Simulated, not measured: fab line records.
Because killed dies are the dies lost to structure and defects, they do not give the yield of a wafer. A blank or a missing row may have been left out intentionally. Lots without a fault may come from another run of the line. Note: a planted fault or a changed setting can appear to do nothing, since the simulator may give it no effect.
The tool behind it: which one?    flow sky130    24 lots with 72 wafers sampled at 4 steps, on a route of 708 steps

## WHAT THE GAUGES READ, wafer by wafer
SKY_METAL1_OVL_MEAS_16.
lot   measured      on          METAL1_OVL (nm)
L074  day 32 10:54  overlay-01  -12 -9 -12
L075  day 32 20:05  overlay-01  -12 -17 -6
L076  day 33 02:16  overlay-02  -4 -14 2
L077  day 33 10:22  overlay-02  -10 -4 -12
L078  day 33 20:07  overlay-01  0 -6 -6
L079  day 34 12:35  overlay-02  -12 -12 -3
L080  day 35 14:51  overlay-01  -12 -6 -10
L081  day 35 18:17  overlay-01  -15 -19 -18
L082  day 35 14:30  overlay-02  -6 -5 1
L083  day 35 20:21  overlay-01  -6 -4 -3
L084  day 36 05:02  overlay-02  -3 3 0
L085  day 36 12:20  overlay-02  -10 -9 -7
L086  day 36 21:01  overlay-01  -4 -1 -4
L087  day 36 22:11  overlay-01  -4 -13 -9
L088  day 37 11:31  overlay-01  -16 -14 -11
L089  day 37 19:01  overlay-02  -13 -10 -14
L090  day 37 21:41  overlay-01  -10 -8 -3
L091  day 38 06:16  overlay-01  -2 -6 -12
L092  day 38 17:52  overlay-01  -15 -9 -8
L093  day 39 01:13  overlay-01  -4 -2 3
L094  day 39 10:32  overlay-02  1 -1 -1
L095  day 39 13:41  overlay-01  -20 -13 -11
L096  day 39 15:00  overlay-02  -6 -2 -3
L097  day 39 17:18  overlay-01  -1 -4 -8

## EACH LOT AND THE TOOL THAT RAN IT (in order: tool; ch and the chambers of the sampled wafers; start)
lot   SKY_VT_ADJUST_LVTN_STRIP_20          SKY_LOCAL_INTERCONNECT_SPUTTER_00  SKY_METAL1_SPUTTER_01
L074  plasmaAsher-02 ch 0,1, day 7 17:31   pvdSputter-02, day 28 18:47        pvdSputter-04, day 31 07:17
L075  plasmaAsher-02 ch 0,1, day 8 00:10   pvdSputter-02, day 29 06:17        pvdSputter-01, day 31 16:24
L076  plasmaAsher-01 ch 0,1, day 8 04:21   pvdSputter-02, day 29 12:07        pvdSputter-01, day 31 22:42
L077  plasmaAsher-01 ch 0,1, day 8 07:54   pvdSputter-02, day 29 19:43        pvdSputter-02, day 32 07:20
L078  plasmaAsher-02 ch 0,1, day 8 17:34   pvdSputter-03, day 30 06:15        pvdSputter-02, day 32 17:11
L079  plasmaAsher-01 ch 0,1, day 9 02:43   pvdSputter-02, day 30 22:49        pvdSputter-02, day 33 09:47
L080  plasmaAsher-03 ch 0,1, day 9 09:32   pvdSputter-03, day 32 02:21        pvdSputter-04, day 34 11:53
L081  plasmaAsher-01 ch 0,1, day 9 19:16   pvdSputter-02, day 32 06:14        pvdSputter-02, day 34 14:58
L082  plasmaAsher-02 ch 0,1, day 10 00:19  pvdSputter-03, day 31 23:55        pvdSputter-02, day 34 09:16
L083  plasmaAsher-01 ch 0,1, day 10 06:55  pvdSputter-04, day 32 08:48        pvdSputter-04, day 34 17:35
L084  plasmaAsher-01 ch 0,1, day 10 08:58  pvdSputter-02, day 32 19:25        pvdSputter-04, day 35 03:08
L085  plasmaAsher-01 ch 0,1, day 10 21:46  pvdSputter-04, day 33 02:52        pvdSputter-02, day 35 10:01
L086  plasmaAsher-02 ch 0,1, day 11 05:07  pvdSputter-02, day 33 10:32        pvdSputter-02, day 35 19:08
L087  plasmaAsher-02 ch 0,1, day 11 09:35  pvdSputter-03, day 33 12:37        pvdSputter-04, day 35 20:22
L088  plasmaAsher-01 ch 0,1, day 11 18:32  pvdSputter-03, day 34 02:56        pvdSputter-02, day 36 09:34
L089  plasmaAsher-03 ch 0,1, day 12 02:40  pvdSputter-03, day 34 09:32        pvdSputter-04, day 36 17:17
L090  plasmaAsher-02 ch 0,1, day 12 09:07  pvdSputter-02, day 34 13:02        pvdSputter-01, day 36 20:32
L091  plasmaAsher-03 ch 0,1, day 12 13:47  pvdSputter-02, day 34 21:20        pvdSputter-01, day 37 04:14
L092  plasmaAsher-01 ch 0,1, day 12 21:37  pvdSputter-03, day 35 09:05        pvdSputter-01, day 37 15:59
L093  plasmaAsher-02 ch 0,1, day 13 07:22  pvdSputter-02, day 35 18:16        pvdSputter-02, day 37 23:41
L094  plasmaAsher-02 ch 0,1, day 13 12:58  pvdSputter-04, day 36 00:29        pvdSputter-04, day 38 08:38
L095  plasmaAsher-01 ch 1, day 13 19:55    pvdSputter-02, day 36 06:35        pvdSputter-02, day 38 12:17
L096  plasmaAsher-03 ch 0,1, day 14 03:01  pvdSputter-03, day 36 07:13        pvdSputter-02, day 38 13:02
L097  plasmaAsher-03 ch 0,1, day 14 04:19  pvdSputter-04, day 36 09:53        pvdSputter-01, day 38 16:13
- SKY_VT_ADJUST_LVTN_STRIP_20: strips in O2/N2.
- SKY_LOCAL_INTERCONNECT_SPUTTER_00: material TiN, target thk 100 nm, time 83.3 s.
- SKY_METAL1_SPUTTER_01: material TiN, target thk 20 nm, time 16.7 s.

## AS READ BY THE TOOLS THEMSELVES (means over the sampled wafers that have a number; for cases with no such wafer, the mark the record gives instead)
SKY_VT_ADJUST_LVTN_STRIP_20.
lot   tool            drypumpMotorCurrentA (A)  oesProductAu (a.u.)  stripTimeToEndpointS (s)
L074  plasmaAsher-02  5.35                      0.715                14.17
L075  plasmaAsher-02  5.35                      0.716                14.16
L076  plasmaAsher-01  5.46                      0.715                14.16
L077  plasmaAsher-01  5.38                      0.719                14.23
L078  plasmaAsher-02  5.36                      0.717                14.15
L079  plasmaAsher-01  5.39                      0.715                14.24
L080  plasmaAsher-03  5.64                      0.717                14.10
L081  plasmaAsher-01  5.47                      0.713                14.18
L082  plasmaAsher-02  5.61                      0.717                14.18
L083  plasmaAsher-01  5.38                      0.718                14.20
L084  plasmaAsher-01  5.38                      0.713                14.18
L085  plasmaAsher-01  5.38                      0.713                14.18
L086  plasmaAsher-02  5.36                      0.718                14.27
L087  plasmaAsher-02  5.37                      0.711                14.16
L088  plasmaAsher-01  5.46                      0.715                14.19
L089  plasmaAsher-03  5.56                      0.717                14.23
L090  plasmaAsher-02  5.62                      0.711                14.19
L091  plasmaAsher-03  5.63                      0.717                14.14
L092  plasmaAsher-01  5.38                      0.716                14.15
L093  plasmaAsher-02  5.35                      0.716                14.18
L094  plasmaAsher-02  5.61                      0.715                14.17
L095  plasmaAsher-01  5.51                      0.718                14.23
L096  plasmaAsher-03  5.66                      0.716                14.20
L097  plasmaAsher-03  5.64                      0.713                14.22

SKY_LOCAL_INTERCONNECT_SPUTTER_00.
lot   tool           throttleValvePct (%)
L074  pvdSputter-02  29.1
L075  pvdSputter-02  29.3
L076  pvdSputter-02  29.8
L077  pvdSputter-02  30.0
L078  pvdSputter-03  29.4
L079  pvdSputter-02  29.7
L080  pvdSputter-03  29.7
L081  pvdSputter-02  29.7
L082  pvdSputter-03  31.6
L083  pvdSputter-04  29.8
L084  pvdSputter-02  29.7
L085  pvdSputter-04  30.5
L086  pvdSputter-02  29.3
L087  pvdSputter-03  30.4
L088  pvdSputter-03  30.5
L089  pvdSputter-03  28.6
L090  pvdSputter-02  28.4
L091  pvdSputter-02  29.2
L092  pvdSputter-03  30.4
L093  pvdSputter-02  29.0
L094  pvdSputter-04  30.1
L095  pvdSputter-02  29.1
L096  pvdSputter-03  29.6
L097  pvdSputter-04  29.4

SKY_METAL1_SPUTTER_01.
lot   tool           throttleValvePct (%)
L074  pvdSputter-04  30.2
L075  pvdSputter-01  30.8
L076  pvdSputter-01  31.1
L077  pvdSputter-02  29.2
L078  pvdSputter-02  29.1
L079  pvdSputter-02  29.2
L080  pvdSputter-04  29.9
L081  pvdSputter-02  29.6
L082  pvdSputter-02  29.2
L083  pvdSputter-04  29.8
L084  pvdSputter-04  29.9
L085  pvdSputter-02  29.2
L086  pvdSputter-02  29.1
L087  pvdSputter-04  30.1
L088  pvdSputter-02  29.7
L089  pvdSputter-04  30.0
L090  pvdSputter-01  30.0
L091  pvdSputter-01  31.2
L092  pvdSputter-01  31.9
L093  pvdSputter-02  30.0
L094  pvdSputter-04  30.2
L095  pvdSputter-02  29.2
L096  pvdSputter-02  28.4
L097  pvdSputter-01  30.4

## THE ANSWER, worked out from the rows above alone
Rule: the usual values come from the lots themselves. Put in order of their means at a reading, lots are off if they are a third of the lots or fewer, leave a main group of 4 or more, and stand apart from it by a gap of 3 or more times the standard deviation of the main group's means; of several such gaps the widest counts. A main group is skipped when, at the precision printed for the reading in the tables above, its means are all equal. A lot without any number at a reading at which 4 lots or more have one is off too. Any other lot the step has rows for is counted as sound. The gauges are gone through in route order, then the tools' own readings, and for those a lot's mean is taken as printed above. The first step at which some lot is off is used, and at that step the reading that is off furthest; a lot without a number counts as furthest.
No lot is off at any reading shown: from this, nothing can be told.

## WHAT THE SIMULATOR HAD PUT IN
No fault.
